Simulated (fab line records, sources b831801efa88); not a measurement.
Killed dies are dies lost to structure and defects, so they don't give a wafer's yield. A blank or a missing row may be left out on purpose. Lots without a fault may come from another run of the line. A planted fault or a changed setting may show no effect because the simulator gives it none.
Which tool did it? | flow gf180mcu | 12 lots, 36 wafers sampled, at 4 steps of a route of 602

WHAT THE GAUGES READ, wafer by wafer
GF_V1_CD_MEAS_14: target cd 260 nm.
lot  | measured     | on        | cd_nm (nm)
L847 | day 18 00:30 | cd_sem-01 | 260.7 260.7 258.2
L849 | day 18 19:50 | cd_sem-01 | 259.5 260.6 260.2
L851 | day 19 19:27 | cd_sem-01 | 259.1 259.0 259.0
L853 | day 20 07:38 | cd_sem-02 | 257.4 257.2 258.9
L856 | day 21 15:07 | cd_sem-02 | 261.9 260.5 261.4
L857 | day 22 00:14 | cd_sem-01 | 260.7 260.5 260.7
L858 | day 22 11:56 | cd_sem-02 | 260.9 261.1 259.0
L859 | day 22 15:55 | cd_sem-01 | 260.5 258.5 259.3
L862 | day 23 18:37 | cd_sem-01 | 259.5 259.6 261.3
L863 | day 24 03:23 | cd_sem-01 | 262.3 261.9 261.9
L864 | day 24 06:34 | cd_sem-02 | 259.9 260.2 260.3
L869 | day 25 18:19 | cd_sem-01 | 260.0 261.4 260.2

WHICH TOOL RAN EACH LOT (tool, then ch and the chambers of the sampled wafers, then the start)
lot  | GF_CONTACT_ETCH_16                 | GF_M1_SPUTTER_00             | GF_M1_SPUTTER_01
L847 | rie_diel-01 ch 0,1, day 16 00:00   | pvd_sputter-01, day 16 01:09 | pvd_sputter-01, day 16 01:15
L849 | rie_diel-03 ch 0,1,2, day 16 19:05 | pvd_sputter-01, day 16 20:51 | pvd_sputter-01, day 16 20:57
L851 | rie_diel-03 ch 0,1,3, day 17 18:04 | pvd_sputter-02, day 17 19:19 | pvd_sputter-02, day 17 19:25
L853 | rie_diel-03 ch 1,3, day 18 04:54   | pvd_sputter-03, day 18 06:04 | pvd_sputter-03, day 18 06:10
L856 | rie_diel-04 ch 0,1, day 19 12:52   | pvd_sputter-03, day 19 14:01 | pvd_sputter-03, day 19 14:07
L857 | rie_diel-04 ch 0,2,3, day 19 21:55 | pvd_sputter-03, day 19 23:04 | pvd_sputter-03, day 19 23:10
L858 | rie_diel-04 ch 0,3, day 20 09:49   | pvd_sputter-01, day 20 10:58 | pvd_sputter-01, day 20 11:04
L859 | rie_diel-03 ch 0,1, day 20 13:55   | pvd_sputter-03, day 20 15:05 | pvd_sputter-03, day 20 15:11
L862 | rie_diel-04 ch 1,2,3, day 21 19:01 | pvd_sputter-01, day 21 20:10 | pvd_sputter-01, day 21 20:16
L863 | rie_diel-01 ch 0,3, day 22 02:48   | pvd_sputter-03, day 22 03:58 | pvd_sputter-03, day 22 04:04
L864 | rie_diel-03 ch 1,2,3, day 22 07:06 | pvd_sputter-03, day 22 08:16 | pvd_sputter-03, day 22 08:22
L869 | rie_diel-01 ch 0,1,2, day 23 20:30 | pvd_sputter-02, day 23 21:38 | pvd_sputter-02, day 23 21:44
- GF_CONTACT_ETCH_16: etches BARC in N2/H2.
- GF_M1_SPUTTER_00: material Ti, target thk 37.5 nm, time 150 s.
- GF_M1_SPUTTER_01: material TiN, target thk 30 nm, time 25 s.

WHAT THE TOOLS THEMSELVES READ (means of the sampled wafers that have a number; where no wafer has one, the mark that the record gives instead)
GF_CONTACT_ETCH_16.
lot  | tool        | bias_w (W) | drypump_motor_current_A (A) | oes_product_au (a.u.) | throttle_valve_pct (%)
L847 | rie_diel-01 | 99.7       | 6.6                         | 0.850                 | 13.228
L849 | rie_diel-03 | 99.9       | 5.8                         | 0.853                 | 13.219
L851 | rie_diel-03 | 100.3      | 6.3                         | 0.858                 | 13.234
L853 | rie_diel-03 | 100.2      | 6.0                         | 0.856                 | 13.228
L856 | rie_diel-04 | 99.7       | 5.3                         | 0.856                 | 13.220
L857 | rie_diel-04 | 99.9       | 5.7                         | 0.853                 | 13.219
L858 | rie_diel-04 | 100.0      | 5.7                         | 0.856                 | 13.219
L859 | rie_diel-03 | 100.1      | 6.1                         | 0.855                 | 13.216
L862 | rie_diel-04 | 100.0      | 5.5                         | 0.850                 | 13.225
L863 | rie_diel-01 | 100.3      | 6.5                         | 0.856                 | 13.228
L864 | rie_diel-03 | 100.0      | 5.9                         | 0.854                 | 13.228
L869 | rie_diel-01 | 99.7       | 6.6                         | 0.853                 | 13.221

GF_M1_SPUTTER_00.
lot  | tool           | cathode_dc_power_W (W) | chamber_pressure_pa (Pa) | throttle_valve_pct (%)
L847 | pvd_sputter-01 | 3999.5                 | 2.004                    | 31.3
L849 | pvd_sputter-01 | 4000.2                 | 1.999                    | 31.3
L851 | pvd_sputter-02 | 3999.7                 | 1.998                    | 29.6
L853 | pvd_sputter-03 | 3999.7                 | 1.993                    | 29.4
L856 | pvd_sputter-03 | 4000.2                 | 2.004                    | 29.6
L857 | pvd_sputter-03 | 4000.2                 | 2.003                    | 29.2
L858 | pvd_sputter-01 | 3999.9                 | 1.998                    | 31.2
L859 | pvd_sputter-03 | 4000.6                 | 1.995                    | 28.8
L862 | pvd_sputter-01 | 4000.6                 | 2.003                    | 31.2
L863 | pvd_sputter-03 | 3617.6                 | 2.003                    | 29.3
L864 | pvd_sputter-03 | 3617.9                 | 2.004                    | 30.0
L869 | pvd_sputter-02 | 4000.4                 | 2.005                    | 29.1

GF_M1_SPUTTER_01.
lot  | tool           | cathode_dc_power_W (W) | chamber_pressure_pa (Pa) | throttle_valve_pct (%)
L847 | pvd_sputter-01 | 6500.0                 | 0.3996                   | 31.3
L849 | pvd_sputter-01 | 6499.7                 | 0.4002                   | 31.2
L851 | pvd_sputter-02 | 6499.7                 | 0.4007                   | 29.7
L853 | pvd_sputter-03 | 6499.1                 | 0.4001                   | 29.6
L856 | pvd_sputter-03 | 6500.2                 | 0.3991                   | 29.5
L857 | pvd_sputter-03 | 6500.8                 | 0.3997                   | 29.2
L858 | pvd_sputter-01 | 6498.9                 | 0.3988                   | 31.3
L859 | pvd_sputter-03 | 6500.1                 | 0.4006                   | 28.6
L862 | pvd_sputter-01 | 6500.2                 | 0.4001                   | 31.3
L863 | pvd_sputter-03 | 6500.4                 | 0.4004                   | 29.2
L864 | pvd_sputter-03 | 6500.1                 | 0.3998                   | 29.9
L869 | pvd_sputter-02 | 6500.0                 | 0.4000                   | 29.2

THE ANSWER, worked out from the rows above alone
Rule: what is usual is taken from the lots themselves. Put in order of their means at a reading, lots are off if they are a third of the lots or fewer, leave a main group of 4 or more, and stand apart from it by a gap of 3 or more times the standard deviation of the main group's means; of several such gaps the widest counts. A main group whose means are all the same, to the digits that the tables above print for the reading, isn't used. A lot without any number at a reading at which 4 lots or more have one is off too. The other lots that the step has rows for count as sound. The gauges are gone through in route order, then the tools' own readings, and for those a lot's mean is taken as printed above. The first step at which some lot is off is used, and at that step the reading that is off furthest; a lot without a number counts as furthest.
Off: L863, L864, at GF_M1_SPUTTER_00 (cathode_dc_power_W). The main group: mean 4000.1 W, standard deviation 0.37.
A tool fits if, at that step or a process step before it, it ran every lot that is off, and no sound lot after the first of them. One fits: pvd_sputter-03 at GF_M1_SPUTTER_00. Its last sound lot is L859 (day 20 15:05), its first lot that is off L863 (day 22 03:58): a fault that began between those two fits.
The tool's own readings at GF_M1_SPUTTER_00 bear it out: on the lots that are off they differ by more than 5 times the standard deviation of the sound lots' means. cathode_dc_power_W reads 3617.8 W there against 4000.1 W on the sound lots.

WHAT THE SIMULATOR HAD PUT IN
Process parameter drift: pvd_sputter-03, from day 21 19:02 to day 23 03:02, at GF_M1_SPUTTER_00. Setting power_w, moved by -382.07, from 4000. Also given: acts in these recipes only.
Lots struck among those shown: L863, L864. The rule above found the same.
